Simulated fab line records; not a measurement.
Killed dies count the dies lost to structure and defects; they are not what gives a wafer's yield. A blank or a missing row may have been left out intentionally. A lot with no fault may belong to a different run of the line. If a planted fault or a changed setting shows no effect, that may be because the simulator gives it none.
Which of the tools did it?    flow gf180mcu    7 lots, 21 wafers sampled, at 2 steps of a route of 602

## WHAT THE GAUGES READ, wafer by wafer
GF_POLY_GATE_OVL_MEAS_11.
lot   measured      on          POLY_GATE_OVL (nm)
L474  day 10 23:19  overlay-02  2 11 3
L476  day 11 15:09  overlay-02  -4 6 -1
L479  day 12 11:22  overlay-02  0 9 -3
L481  day 13 02:34  overlay-01  - - -
L486  day 14 16:35  overlay-01  7 12 3
L489  day 15 17:14  overlay-01  -5 -5 -6
L491  day 16 03:07  overlay-02  -8 -5 -9

## WHICH TOOL RAN EACH LOT (tool, then ch and the chambers of the sampled wafers, then the start)
lot   GF_POLY_GATE_EXPOSE_07
L474  krf-scanner-01 ch 0, day 10 14:23
L476  krf-scanner-02 ch 0, day 11 05:49
L479  krf-scanner-01 ch 0, day 12 01:55
L481  krf-scanner-02, day 12 17:05
L486  krf-scanner-01 ch 0, day 14 06:23
L489  krf-scanner-02 ch 0, day 15 05:59
L491  krf-scanner-02 ch 0, day 15 16:22
- GF_POLY_GATE_EXPOSE_07: exposes mask Poly2, target cd 280 nm.

## THE ANSWER, worked out from the rows above alone
Rule: usual is defined by the lots themselves. Put in order of their means at a reading, lots are off if they are a third of the lots or fewer, leave a main group of 4 or more, and stand apart from it by a gap of 3 or more times the standard deviation of the main group's means; of several such gaps the widest counts. If all means in a main group match to the digits the tables above print for the reading, that group is not used. A lot without any number at a reading at which 4 lots or more have one is off too. Any other lot the step has rows for is counted as sound.
Off: L481, seen at GF_POLY_GATE_OVL_MEAS_11 (POLY_GATE_OVL). Without a number there: L481. The main group: mean 0 nm, standard deviation 5.3.
If a tool, at a process step before that reading, ran all the lots that are off and no sound lot after the first of them, it fits. Gauges at GF_POLY_GATE_OVL_MEAS_11: tried the same way as those tools. None of those tried fits.

## WHAT HAD BEEN PUT IN BY THE SIMULATOR
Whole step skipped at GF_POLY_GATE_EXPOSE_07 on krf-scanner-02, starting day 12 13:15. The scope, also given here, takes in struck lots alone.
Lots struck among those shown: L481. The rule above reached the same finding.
